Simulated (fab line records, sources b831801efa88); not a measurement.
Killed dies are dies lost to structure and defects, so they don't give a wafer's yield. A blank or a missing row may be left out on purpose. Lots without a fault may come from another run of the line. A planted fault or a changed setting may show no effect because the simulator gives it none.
Which tool did it? | flow sfq_line | 15 lots, 45 wafers sampled, at 4 steps of a route of 325

WHAT THE GAUGES READ, wafer by wafer
The record holds no reading of a measuring or inspecting step that can be judged against a usual standard deviation.

WHICH TOOL RAN EACH LOT (tool, then ch and the chambers of the sampled wafers, then the start)
lot  | SFQ_TRILAYER_L0_VIA_LITHO_COAT_013 | SFQ_TRILAYER_A5B_DEP_PECVD_129  | SFQ_TRILAYER_M7_DEP_SPUTTER_175 | SFQ_TRILAYER_M7_STRIP_STRIP_181
L918 | litho_track-01 ch 0, day 3 14:32   | pecvd-02 ch 0,1, day 45 15:20   | pvd_sputter-04, day 65 22:34    | rie_metal-02 ch 0,1, day 66 03:48
L920 | litho_track-01 ch 0, day 4 01:29   | pecvd-02 ch 1,2, day 46 06:35   | pvd_sputter-04, day 66 05:46    | rie_metal-02 ch 0,1, day 66 10:09
L921 | litho_track-01 ch 0, day 4 06:37   | pecvd-02 ch 0,2, day 46 21:39   | pvd_sputter-03, day 66 07:19    | rie_metal-04 ch 0,1, day 66 12:33
L922 | litho_track-01 ch 0, day 4 13:35   | pecvd-02 ch 0,1,2, day 48 02:52 | pvd_sputter-04, day 66 16:19    | rie_metal-04 ch 0,1, day 66 21:09
L923 | litho_track-04 ch 0, day 4 20:44   | pecvd-01 ch 0,2, day 48 07:15   | pvd_sputter-05, day 66 19:31    | rie_metal-02 ch 0,1, day 67 00:45
L924 | litho_track-01 ch 0, day 5 03:08   | pecvd-01 ch 0,1,2, day 49 00:33 | pvd_sputter-04, day 66 20:31    | rie_metal-04 ch 0,1, day 67 01:45
L926 | litho_track-02 ch 0, day 5 16:30   | pecvd-01 ch 1,2, day 49 17:21   | pvd_sputter-04, day 67 00:07    | rie_metal-02 ch 0,1, day 67 05:33
L929 | litho_track-02 ch 0, day 6 10:24   | pecvd-01 ch 0,2, day 57 00:17   | pvd_sputter-03, day 69 04:34    | rie_metal-02 ch 0,1, day 69 12:57
L930 | litho_track-01 ch 0, day 6 14:00   | pecvd-01 ch 1,2, day 57 03:53   | pvd_sputter-03, day 69 12:31    | rie_metal-04 ch 0,1, day 69 20:15
L931 | litho_track-01 ch 0, day 6 18:53   | pecvd-02 ch 0,1,2, day 57 09:53 | pvd_sputter-05, day 69 17:25    | rie_metal-02 ch 0,1, day 69 23:51
L934 | litho_track-01 ch 0, day 7 11:47   | pecvd-02 ch 0,1, day 58 19:45   | pvd_sputter-03, day 70 03:01    | rie_metal-02 ch 0,1, day 70 08:15
L935 | litho_track-04 ch 0, day 7 19:49   | pecvd-02 ch 1,2, day 59 08:57   | pvd_sputter-04, day 70 04:13    | rie_metal-02 ch 0,1, day 70 10:51
L936 | litho_track-01 ch 0, day 7 23:09   | pecvd-02 ch 1,2, day 59 19:25   | pvd_sputter-03, day 70 07:49    | rie_metal-04 ch 0,1, day 70 14:15
L938 | litho_track-04 ch 0, day 8 09:31   | pecvd-02 ch 0,1,2, day 61 04:43 | pvd_sputter-03, day 71 00:37    | rie_metal-04 ch 0,1, day 71 04:39
L941 | litho_track-02 ch 0, day 9 00:21   | pecvd-04 ch 0,2, day 61 16:45   | pvd_sputter-03, day 71 10:14    | rie_metal-01 ch 0, day 71 14:15
- SFQ_TRILAYER_L0_VIA_LITHO_COAT_013: resist thk 650 nm.
- SFQ_TRILAYER_A5B_DEP_PECVD_129: deposits SiO2 from SiH4/N2O, time 133.33 s, target thk 600 nm.
- SFQ_TRILAYER_M7_DEP_SPUTTER_175: material Nb, target thk 200 nm, time 133.3 s.
- SFQ_TRILAYER_M7_STRIP_STRIP_181: strips in O2.

WHAT THE TOOLS THEMSELVES READ (means of the sampled wafers that have a number; where no wafer has one, the mark that the record gives instead)
SFQ_TRILAYER_L0_VIA_LITHO_COAT_013.
lot  | tool           | resist_line_temp_C (C) | spin_speed_rpm (rpm)
L918 | litho_track-01 | 22.92                  | 3003.4
L920 | litho_track-01 | 23.03                  | 3000.4
L921 | litho_track-01 | 23.00                  | 3001.0
L922 | litho_track-01 | 22.99                  | 3001.4
L923 | litho_track-04 | 22.99                  | 2999.3
L924 | litho_track-01 | 22.96                  | 2999.0
L926 | litho_track-02 | 23.17                  | 2999.1
L929 | litho_track-02 | 23.06                  | 3001.5
L930 | litho_track-01 | 22.83                  | 2999.3
L931 | litho_track-01 | 23.03                  | 2898.3
L934 | litho_track-01 | 23.11                  | 2898.9
L935 | litho_track-04 | 22.95                  | 3001.8
L936 | litho_track-01 | 23.11                  | 2897.2
L938 | litho_track-04 | 22.87                  | 3000.5
L941 | litho_track-02 | 22.82                  | 3001.4

SFQ_TRILAYER_A5B_DEP_PECVD_129.
lot  | tool     | heater_power_w (W) | throttle_valve_pct (%)
L918 | pecvd-02 | 80                 | 23.7
L920 | pecvd-02 | 61                 | 23.7
L921 | pecvd-02 | 75                 | 24.3
L922 | pecvd-02 | 72                 | 23.9
L923 | pecvd-01 | 75                 | 24.9
L924 | pecvd-01 | 77                 | 24.6
L926 | pecvd-01 | 67                 | 24.3
L929 | pecvd-01 | 76                 | 25.3
L930 | pecvd-01 | 71                 | 25.0
L931 | pecvd-02 | 72                 | 24.3
L934 | pecvd-02 | 68                 | 24.1
L935 | pecvd-02 | 64                 | 24.3
L936 | pecvd-02 | 64                 | 24.6
L938 | pecvd-02 | 72                 | 24.5
L941 | pecvd-04 | 78                 | 24.0

SFQ_TRILAYER_M7_DEP_SPUTTER_175.
lot  | tool           | substrate_temp_c (C) | throttle_valve_pct (%)
L918 | pvd_sputter-04 | 20.00                | 31.2
L920 | pvd_sputter-04 | 19.90                | 31.1
L921 | pvd_sputter-03 | 20.09                | 30.1
L922 | pvd_sputter-04 | 20.07                | 30.9
L923 | pvd_sputter-05 | 20.08                | 31.4
L924 | pvd_sputter-04 | 20.09                | 30.9
L926 | pvd_sputter-04 | 20.02                | 31.4
L929 | pvd_sputter-03 | 19.96                | 29.9
L930 | pvd_sputter-03 | 20.01                | 29.8
L931 | pvd_sputter-05 | 19.94                | 31.3
L934 | pvd_sputter-03 | 20.02                | 29.8
L935 | pvd_sputter-04 | 20.02                | 30.7
L936 | pvd_sputter-03 | 20.03                | 30.8
L938 | pvd_sputter-03 | 20.16                | 29.6
L941 | pvd_sputter-03 | 20.09                | 30.4

SFQ_TRILAYER_M7_STRIP_STRIP_181.
lot  | tool         | drypump_motor_current_A (A) | oes_product_au (a.u.)
L918 | rie_metal-02 | 5.9                         | 1.012
L920 | rie_metal-02 | 5.8                         | 1.010
L921 | rie_metal-04 | 4.9                         | 0.988
L922 | rie_metal-04 | 4.9                         | 0.993
L923 | rie_metal-02 | 5.9                         | 1.010
L924 | rie_metal-04 | 4.9                         | 0.994
L926 | rie_metal-02 | 5.8                         | 1.012
L929 | rie_metal-02 | 5.9                         | 1.021
L930 | rie_metal-04 | 5.0                         | 0.998
L931 | rie_metal-02 | 5.8                         | 1.015
L934 | rie_metal-02 | 5.9                         | 1.022
L935 | rie_metal-02 | 5.8                         | 1.014
L936 | rie_metal-04 | 4.9                         | 1.004
L938 | rie_metal-04 | 5.0                         | 1.010
L941 | rie_metal-01 | 5.1                         | 1.001

THE ANSWER, worked out from the rows above alone
Rule: what is usual is taken from the lots themselves. Put in order of their means at a reading, lots are off if they are a third of the lots or fewer, leave a main group of 4 or more, and stand apart from it by a gap of 3 or more times the standard deviation of the main group's means; of several such gaps the widest counts. A main group whose means are all the same, to the digits that the tables above print for the reading, isn't used. A lot without any number at a reading at which 4 lots or more have one is off too. The other lots that the step has rows for count as sound. The gauges are gone through in route order, then the tools' own readings, and for those a lot's mean is taken as printed above. The first step at which some lot is off is used, and at that step the reading that is off furthest; a lot without a number counts as furthest.
Off: L931, L934, L936, at SFQ_TRILAYER_L0_VIA_LITHO_COAT_013 (spin_speed_rpm). The main group: mean 3000.7 rpm, standard deviation 1.3.
A tool fits if, at that step or a process step before it, it ran every lot that is off, and no sound lot after the first of them. One fits: litho_track-01 at SFQ_TRILAYER_L0_VIA_LITHO_COAT_013. Its last sound lot is L930 (day 6 14:00), its first lot that is off L931 (day 6 18:53): a fault that began between those two fits.
The tool's own readings at SFQ_TRILAYER_L0_VIA_LITHO_COAT_013 bear it out: on the lots that are off they differ by more than 5 times the standard deviation of the sound lots' means. spin_speed_rpm reads 2898.1 rpm there against 3000.7 rpm on the sound lots.

WHAT THE SIMULATOR HAD PUT IN
Process parameter drift: litho_track-01, from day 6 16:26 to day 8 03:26, at SFQ_TRILAYER_L0_VIA_LITHO_COAT_013. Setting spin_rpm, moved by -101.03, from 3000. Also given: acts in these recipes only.
Lots struck among those shown: L931, L934, L936. The rule above found the same.
